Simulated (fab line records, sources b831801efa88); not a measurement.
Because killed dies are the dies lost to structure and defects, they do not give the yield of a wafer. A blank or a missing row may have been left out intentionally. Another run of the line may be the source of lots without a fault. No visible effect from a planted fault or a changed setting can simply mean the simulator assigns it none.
fab line records + flow sky130
[record]
- lots = 5
- wafers = 15
- last_day = 50
route steps=708 shown PAD_OPEN@696
lots that met no fault: from a run of the same line without faults
start_h: the number of hours between the record's first day and the start of the first shown wafer of the lot + wait_h: hours elapsed since this lot's preceding step + " identical to the entry in the row above + L1.1+2: a row that stands for several wafers + - no value, or no start was given + * or withheld: withheld + < > ~ a bound
route shown NAME@n: NAME is a module with steps in the file, n the number in the route of the first one + usual: average and standard deviation across the fault-free wafers + same: alike in all rows + chamber/n: place in a boat + sites: per-site readings + _std_site: the standard deviation of these + _edge_site: outer sites' mean less inner sites' + radius_mm: for every site, how far away it sits from the centre of the wafer + mask NAME#n: copy n + behind: tool/chamber where the wafer was last shaped + hold: reason for holding the lot/hours on hold/outcome of the hold + device: transistor that didn't switch, given as n, p or np + end of line: the same wafers' tests at the end of the route + for a step that has no rows: nothing shown but its recipe + killed: at the first sort, the dies lost to defects and structure; wafer yield is something else + map: dies across one wafer; x = killed, . = not, _ = none there
set.NAME: the setting as run; set.NAME@STEP: as run at that earlier step + model.NAME: the simulator's own value behind a step, which no gauge read
certain route steps with their lots: each step a table, each wafer a row
services: from which hour (start_h, from the record's first day; less than 0 if before it) a tool's chamber was out of use, for how many hours, and why
[[steps]]
[step SKY_PAD_OPEN_COAT_02]
[recipe]
- spin_rpm = 2000
- resist_thk_nm = 3000
| lot.wafer  | tool           | chamber | start_h | wait_h |
|------------|----------------|---------|---------|--------|
| L075.2+3+4 | litho_track-02 | 0       | 1080.15 | 0.1    |
| L078.4+5+6 | litho_track-03 | 0       | 1088.44 | 0.1    |
| L085.1+3+5 | litho_track-01 | 0       | 1125.70 | 0.1    |
| L087.1+4+6 | litho_track-03 | 0       | 1142.17 | 0.1    |
| L095.1+3+5 | litho_track-01 | 0       | 1186.00 | 0.1    |
[step SKY_PAD_OPEN_SOFTBAKE_03]
[recipe]
- temp_c = 110
- time_s = withheld
| lot.wafer  | tool           | chamber | start_h | wait_h |
|------------|----------------|---------|---------|--------|
| L075.2+3+4 | litho_track-02 | 0       | 1080.31 | 0.1    |
| L078.4+5+6 | litho_track-03 | 0       | 1088.62 | 0.1    |
| L085.1+3+5 | litho_track-01 | 0       | 1125.85 | 0.1    |
| L087.1+4+6 | litho_track-03 | 0       | 1142.32 | 0.1    |
| L095.1+3+5 | litho_track-01 | 0       | 1186.15 | 0.1    |
[step SKY_PAD_OPEN_EXPOSE_04]
[recipe]
- mask_id = PDM
- target_cd_nm = 60000
- na = 0.57
- dose_mj = 260
[usual]
- stage_vel_mm_s = 499.98/0.25
| lot.wafer | tool             | chamber | start_h | wait_h | mask  | stage_vel_mm_s |
|-----------|------------------|---------|---------|--------|-------|----------------|
| L075.2    | iline_stepper-01 | 0       | -       | -      | PDM#0 | 500.52         |
| L075.3    | "                | 0       | "       | "      | PDM#0 | 500.23         |
| L075.4    | "                | 0       | "       | "      | PDM#0 | 500.43         |
| L078.4    | iline_stepper-02 | 0       | -       | -      | PDM#0 | 499.96         |
| L078.5    | "                | 0       | "       | "      | PDM#0 | 499.75         |
| L078.6    | "                | 0       | "       | "      | PDM#0 | 499.97         |
| L085.1    | iline_stepper-02 | 0       | -       | -      | PDM#0 | 500.13         |
| L085.3    | "                | 0       | "       | "      | PDM#0 | 500.29         |
| L085.5    | "                | 0       | "       | "      | PDM#0 | 500.44         |
| L087.1    | iline_stepper-02 | 0       | -       | -      | PDM#0 | 499.95         |
| L087.4    | "                | 0       | "       | "      | PDM#0 | 499.68         |
| L087.6    | "                | 0       | "       | "      | PDM#0 | 499.75         |
| L095.1    | iline_stepper-02 | 0       | -       | -      | PDM#0 | 499.70         |
| L095.3    | "                | 0       | "       | "      | PDM#0 | 499.61         |
| L095.5    | "                | 0       | "       | "      | PDM#0 | 499.94         |
[step SKY_PAD_OPEN_PEB_05]
[recipe]
- temp_c = 115
- time_s = withheld
| lot.wafer  | tool           | chamber | start_h | wait_h |
|------------|----------------|---------|---------|--------|
| L075.2+3+4 | litho_track-01 | 0       | -       | -      |
| L078.4+5+6 | litho_track-01 | 0       | -       | -      |
| L085.1+3+5 | litho_track-01 | 0       | -       | -      |
| L087.1+4+6 | litho_track-03 | 0       | -       | -      |
| L095.1+3+5 | litho_track-01 | 0       | -       | -      |
[step SKY_PAD_OPEN_DEVELOP_06]
[recipe]
- develop_time_s = 60
- dev_temp_c = 23
[usual]
- developer_temp_C = 23.02/0.097
| lot.wafer | tool           | chamber | start_h | wait_h | developer_temp_C |
|-----------|----------------|---------|---------|--------|------------------|
| L075.2    | litho_track-01 | 0       | -       | -      | 23.06            |
| L075.3    | "              | 0       | "       | "      | 22.94            |
| L075.4    | "              | 0       | "       | "      | 22.96            |
| L078.4    | litho_track-01 | 0       | -       | -      | 23.06            |
| L078.5    | "              | 0       | "       | "      | 23.17            |
| L078.6    | "              | 0       | "       | "      | 23.05            |
| L085.1    | litho_track-01 | 0       | -       | -      | 23.01            |
| L085.3    | "              | 0       | "       | "      | 23.03            |
| L085.5    | "              | 0       | "       | "      | 22.95            |
| L087.1    | litho_track-03 | 0       | -       | -      | 22.86            |
| L087.4    | "              | 0       | "       | "      | 22.95            |
| L087.6    | "              | 0       | "       | "      | 22.98            |
| L095.1    | litho_track-01 | 0       | -       | -      | 23.10            |
| L095.3    | "              | 0       | "       | "      | 23.04            |
| L095.5    | "              | 0       | "       | "      | 23.02            |
[step SKY_PAD_OPEN_ETCH_07]
[recipe]
- chemistry = CF4/O2
- target_depth_nm = 725
- stop_on = AlCu
- source_w = 800
- bias_w = 150
- pressure_mtorr = 150
- cf4_flow_sccm = 80
- O2_flow_sccm = 10
- time_s = 161.1
[usual]
- drypump_motor_current_A = 5.8/0.46
- oes_product_au = 0.974/0.0082
- rf_fwd_power_W = 796.8/2.4
- throttle_valve_pct = 5.963/0.0092
| lot.wafer | tool        | chamber | start_h | wait_h | drypump_motor_current_A | oes_product_au | rf_fwd_power_W | rf_hours_counter_h | throttle_valve_pct |
|-----------|-------------|---------|---------|--------|-------------------------|----------------|----------------|--------------------|--------------------|
| L075.2    | rie_diel-04 | 3       | 1092.10 | -      | 6.3                     | 0.971          | 797.5          | 3                  | 5.979              |
| L075.3    | "           | 0       | "       | "      | 5.1                     | 0.960          | 798.1          | 23                 | 5.962              |
| L075.4    | "           | 2       | "       | "      | 5.6                     | 0.975          | 800.9          | 11                 | 5.959              |
| L078.4    | rie_diel-01 | 2       | 1097.80 | -      | 5.0                     | 0.991          | 798.7          | 26                 | 5.975              |
| L078.5    | "           | 1       | "       | "      | 5.6                     | 0.978          | 792.0          | -                  | 5.956              |
| L078.6    | "           | 2       | "       | "      | 5.0                     | 0.984          | 798.4          | -                  | 5.968              |
| L085.1    | rie_diel-04 | 0       | 1136.55 | -      | 5.1                     | 0.959          | 796.7          | 25                 | 5.964              |
| L085.3    | "           | 3       | "       | "      | 6.3                     | 0.960          | 798.4          | 5                  | 5.963              |
| L085.5    | "           | 0       | "       | "      | 5.1                     | 0.970          | 801.2          | -                  | 5.964              |
| L087.1    | rie_diel-03 | 1       | 1151.32 | -      | 6.5                     | 0.969          | 797.7          | 14                 | 5.947              |
| L087.4    | "           | 3       | "       | "      | 5.9                     | 0.963          | 797.1          | 21                 | 5.960              |
| L087.6    | "           | 1       | "       | "      | 6.5                     | 0.976          | 798.5          | -                  | 5.969              |
| L095.1    | rie_diel-04 | 3       | 1195.10 | -      | 6.3                     | 0.976          | 799.7          | 8                  | 5.957              |
| L095.3    | "           | 2       | "       | "      | 5.6                     | 0.980          | 798.4          | 15                 | 5.974              |
| L095.5    | "           | 0       | "       | "      | 5.1                     | 0.961          | 795.2          | -                  | 5.971              |
[step SKY_PAD_OPEN_STRIP_08]
[recipe]
- chemistry = O2/N2
- power_w = 1400
- pressure_mtorr = 1500
- platen_temp_c = withheld
- overash_fraction = 0.7
- o2_flow_sccm = 3000
- n2_flow_sccm = 300
[usual]
- drypump_motor_current_A = 5.6/0.52
- oes_product_au = 0.663/0.0041
- strip_time_to_endpoint_s = 37.08/0.12
| lot.wafer | tool            | chamber | start_h | wait_h | drypump_motor_current_A | oes_product_au | rf_hours_counter_h | strip_time_to_endpoint_s |
|-----------|-----------------|---------|---------|--------|-------------------------|----------------|--------------------|--------------------------|
| L075.2    | plasma_asher-04 | 1       | 1092.20 | 0.1    | 6.1                     | 0.662          | 35                 | 37.03                    |
| L075.3    | "               | 1       | "       | "      | 6.1                     | 0.663          | -                  | 37.02                    |
| L075.4    | "               | 0       | "       | "      | 5.8                     | 0.665          | -                  | 37.03                    |
| L078.4    | plasma_asher-02 | 0       | 1097.94 | 0.1    | 4.9                     | 0.663          | -                  | 36.97                    |
| L078.5    | "               | 0       | "       | "      | 4.9                     | 0.672          | -                  | 36.97                    |
| L078.6    | "               | 1       | "       | "      | 5.6                     | 0.659          | -                  | 37.05                    |
| L085.1    | plasma_asher-02 | 1       | 1136.65 | 0.1    | 5.6                     | 0.665          | 65                 | 36.98                    |
| L085.3    | "               | 1       | "       | "      | 5.5                     | 0.668          | -                  | 36.86                    |
| L085.5    | "               | 1       | "       | "      | 5.5                     | 0.664          | -                  | 36.94                    |
| L087.1    | plasma_asher-04 | 1       | 1151.42 | 0.1    | 6.1                     | 0.655          | 41                 | 37.19                    |
| L087.4    | "               | 1       | "       | "      | 6.1                     | 0.669          | -                  | 37.07                    |
| L087.6    | "               | 1       | "       | "      | 6.1                     | 0.662          | -                  | 37.25                    |
| L095.1    | plasma_asher-01 | 1       | 1195.20 | 0.1    | 5.5                     | 0.670          | 108                | 37.33                    |
| L095.3    | "               | 1       | "       | "      | 5.5                     | 0.663          | -                  | 37.21                    |
| L095.5    | "               | 1       | "       | "      | 5.5                     | 0.661          | -                  | 37.17                    |
[step SKY_PAD_OPEN_STRIP_09]
[recipe]
- chemistry = post_etch_residue_remover
- time_s = 1200
- temp_c = 72.5
| lot.wafer  | tool         | chamber | start_h | wait_h |
|------------|--------------|---------|---------|--------|
| L075.2+3+4 | wet_bench-02 | 0       | 1092.30 | 0.1    |
| L078.4+5+6 | wet_bench-04 | 0       | 1098.00 | 0.0    |
| L085.1+3+5 | wet_bench-04 | 0       | 1136.75 | 0.1    |
| L087.1+4+6 | wet_bench-02 | 3       | 1151.52 | 0.1    |
| L095.1+3+5 | wet_bench-02 | 0       | 1195.31 | 0.1    |
[step SKY_PAD_OPEN_CLEAN_10]
[recipe]
- chemistry = IPA
- time_s = 180
- temp_c = 25
| lot.wafer  | tool         | chamber | start_h | wait_h |
|------------|--------------|---------|---------|--------|
| L075.2+3+4 | wet_bench-02 | 2       | 1092.68 | 0.0    |
| L078.4+5+6 | wet_bench-02 | 0       | 1098.34 | 0.0    |
| L085.1+3+5 | wet_bench-02 | 1       | 1137.09 | 0.0    |
| L087.1+4+6 | wet_bench-04 | 3       | 1151.86 | 0.0    |
| L095.1+3+5 | wet_bench-01 | 1       | 1195.69 | 0.0    |
[step SKY_PAD_OPEN_CLEAN_11]
[recipe]
- chemistry = O3/DIW
- dry = n2_spin
| lot.wafer  | tool         | chamber | start_h | wait_h |
|------------|--------------|---------|---------|--------|
| L075.2+3+4 | wet_bench-02 | 1       | 1092.74 | 0.0    |
| L078.4+5+6 | wet_bench-02 | 0       | 1098.41 | 0.0    |
| L085.1+3+5 | wet_bench-04 | 3       | 1137.15 | 0.0    |
| L087.1+4+6 | wet_bench-02 | 1       | 1151.92 | 0.0    |
| L095.1+3+5 | wet_bench-04 | 1       | 1195.75 | 0.0    |
[step SKY_PAD_OPEN_ANNEAL_12]
[recipe]
- temp_c = 403.8
- time_s = withheld
- ambient = N2/H2
- idle_temp_c = 300
- ramp_up_c_per_min = 8
- ramp_down_c_per_min = 4
| lot.wafer  | tool       | chamber | start_h | wait_h |
|------------|------------|---------|---------|--------|
| L075.2+3+4 | furnace-02 | 0       | 1092.84 | 0.0    |
| L078.4+5+6 | furnace-01 | 0       | 1098.51 | 0.0    |
| L085.1+3+5 | furnace-01 | 0       | 1137.24 | 0.0    |
| L087.1+4+6 | furnace-01 | 0       | 1152.01 | 0.0    |
| L095.1+3+5 | furnace-02 | 0       | 1196.66 | 0.8    |
[step SKY_PAD_OPEN_BOW_MEAS_13]
[recipe]
- mode = bow
[usual]
- PAD_OPEN_BOW = 46/8.4
| lot.wafer | tool          | chamber | start_h | wait_h | PAD_OPEN_BOW[um] |
|-----------|---------------|---------|---------|--------|------------------|
| L075.2    | film_metro-04 | -       | 1094.36 | -      | 53               |
| L075.3    | "             | -       | "       | "      | 50               |
| L075.4    | "             | -       | "       | "      | 49               |
| L078.4    | film_metro-01 | -       | 1100.07 | -      | 49               |
| L078.5    | "             | -       | "       | "      | 52               |
| L078.6    | "             | -       | "       | "      | 55               |
| L085.1    | film_metro-02 | -       | 1138.74 | -      | 50               |
| L085.3    | "             | -       | "       | "      | 57               |
| L085.5    | "             | -       | "       | "      | 45               |
| L087.1    | film_metro-01 | -       | 1153.51 | -      | 42               |
| L087.4    | "             | -       | "       | "      | 33               |
| L087.6    | "             | -       | "       | "      | 25               |
| L095.1    | film_metro-01 | -       | 1198.16 | -      | 58               |
| L095.3    | "             | -       | "       | "      | 63               |
| L095.5    | "             | -       | "       | "      | 53               |
[step SKY_PAD_OPEN_PROBE_99]
[usual]
- defect_limited_yield = 82.2/1.8
- killed_at_M0_to_M3 = 44/6.9
- killed_at_M4_up = 3.3/2
- killed_at_contacts = 25/5.4
- killed_at_front_end = 16/4.6
- killed_at_other = 0.2/0.51
- killed_dies = 88/8.9
- killed_open = 48/6.8
- killed_short = 39/5.8
- sort_bin_3_pad_short = 0.8/0.44
- sort_bin_5_function = 10.6/1.4
- sort_bin_6_memory = 6.4/1.1
- sort_n_pass = 404/8.9
- sort_yield_pct = 82.2/1.8
[same]
- gross_dies = 492
- killed_at_back_side = 0
- sort_bin_4_leakage[%] = 0
- sort_bin_8_speed[%] = 0
| lot.wafer | tool      | chamber | start_h | wait_h | defect_limited_yield[%] | killed_at_M0_to_M3 | killed_at_M4_up | killed_at_contacts | killed_at_front_end | killed_at_other | killed_dies | killed_open | killed_short | sort_bin_3_pad_short[%] | sort_bin_5_function[%] | sort_bin_6_memory[%] | sort_n_pass | sort_yield_pct[%] |
|-----------|-----------|---------|---------|--------|-------------------------|--------------------|-----------------|--------------------|---------------------|-----------------|-------------|-------------|--------------|-------------------------|------------------------|----------------------|-------------|-------------------|
| L078.4    | prober-02 | -       | 1100.28 | 0.2    | 83.3                    | 34                 | 5               | 26                 | 17                  | 0               | 82          | 46          | 36           | 0.4                     | 11.8                   | 4.5                  | 410         | 83.3              |
| L078.5    | prober-02 | -       | 1100.33 | 0.2    | 84.1                    | 28                 | 1               | 26                 | 22                  | 1               | 78          | 48          | 30           | 0.6                     | 8.3                    | 6.9                  | 414         | 84.1              |
| L078.6    | prober-02 | -       | 1100.38 | 0.2    | 80.5                    | 43                 | 6               | 31                 | 16                  | 0               | 96          | 58          | 38           | 0.6                     | 10.4                   | 8.5                  | 396         | 80.5              |
| L085.1    | prober-01 | -       | 1138.86 | 0.1    | 82.7                    | 44                 | 1               | 24                 | 16                  | 0               | 85          | 44          | 39           | 1.4                     | 9.6                    | 6.3                  | 407         | 82.7              |
| L085.3    | prober-01 | -       | 1138.96 | 0.2    | 80.5                    | 59                 | 1               | 18                 | 18                  | 0               | 96          | 43          | 53           | 0.2                     | 11.4                   | 7.9                  | 396         | 80.5              |
| L085.5    | prober-01 | -       | 1139.06 | 0.2    | 79.7                    | 48                 | 5               | 26                 | 21                  | 0               | 100         | 53          | 45           | 0.2                     | 12.0                   | 8.1                  | 392         | 79.7              |
// killed by level:class
L078.4 LI_CONTACT:geometric_particle:open=12 CONTACT:geometric_particle:open=12 METAL2:geometric_particle:short=8 VIA1:geometric_particle:short=6 METAL1:geometric_particle:short=5 FIELD_ISO:geometric_particle:open=4 VIA2:geometric_particle:short=4 VIA3:geometric_particle:open=3
L078.5 LI_CONTACT:geometric_particle:open=9 CONTACT:geometric_particle:open=8 FIELD_ISO:geometric_particle:short=7 VIA1:geometric_particle:open=7 POLY_GATE:geometric_particle:open=6 VIA2:geometric_particle:open=6 VIA3:geometric_particle:open=5 POLY_GATE:geometric_particle:short=4
L078.6 VIA1:geometric_particle:open=15 CONTACT:geometric_particle:open=10 LI_CONTACT:geometric_particle:open=8 CONTACT:geometric_particle:short=7 VIA3:geometric_particle:open=6 FIELD_ISO:geometric_particle:open=5 METAL2:geometric_particle:short=5 METAL3:geometric_particle:short=5
L085.1 VIA1:geometric_particle:open=11 VIA1:geometric_particle:short=11 LI_CONTACT:geometric_particle:open=8 CONTACT:geometric_particle:open=6 METAL2:geometric_particle:short=5 VIA2:geometric_particle:open=5 CONTACT:geometric_particle:short=4 VIA2:geometric_particle:short=4
L085.3 METAL1:geometric_particle:short=11 VIA1:geometric_particle:open=8 VIA2:geometric_particle:open=8 METAL2:geometric_particle:short=7 VIA3:geometric_particle:open=7 CONTACT:geometric_particle:short=6 VIA1:geometric_particle:short=6 FIELD_ISO:geometric_particle:open=5
L085.5 CONTACT:geometric_particle:open=11 VIA1:geometric_particle:open=11 VIA3:geometric_particle:open=10 VIA3:geometric_particle:short=7 POLY_GATE:geometric_particle:short=6 LI_CONTACT:geometric_particle:open=6 LOCAL_INTERCONNECT:geometric_particle:short=6 METAL2:geometric_particle:short=6
[[services]]
| tool             | chamber | start_h | hours | kind                      |
|------------------|---------|---------|-------|---------------------------|
| iline_stepper-02 | -       | 1057.41 | 1.7   | pm                        |
| rie_diel-04      | -       | 1090.97 | 0.4   | repair                    |
| rie_diel-01      | -       | 1096.45 | 0.4   | repair                    |
| plasma_asher-02  | -       | 1101.56 | 14.6  | pm                        |
| furnace-01       | -       | 1103.06 | 4.0   | pm                        |
| furnace-02       | -       | 1107.09 | 3.8   | pm                        |
| rie_diel-03      | 1       | 1111.70 | 10.1  | repair                    |
| litho_track-01   | -       | 1112.79 | -     | consumable_replace:filter |
| rie_diel-01      | 0       | 1113.52 | 4.2   | repair                    |
| furnace-02       | -       | 1117.84 | 3.1   | repair                    |
| plasma_asher-01  | -       | 1124.13 | 13.3  | repair                    |
| iline_stepper-02 | 0       | 1134.88 | -     | calibration               |
| iline_stepper-01 | 0       | 1142.98 | -     | calibration               |
| plasma_asher-01  | -       | 1147.75 | 8.4   | repair                    |
| rie_diel-04      | 1       | 1157.46 | 3.7   | repair                    |
| litho_track-01   | -       | 1159.65 | -     | consumable_replace:filter |
| rie_diel-03      | -       | 1163.24 | 2.8   | pm                        |
| plasma_asher-04  | -       | 1165.18 | 2.8   | pm                        |
| rie_diel-01      | 2       | 1179.58 | 3.0   | repair                    |
| furnace-02       | -       | 1189.45 | 1.2   | pm                        |
| furnace-01       | -       | 1194.36 | 3.9   | pm                        |
[[key]]
fault none
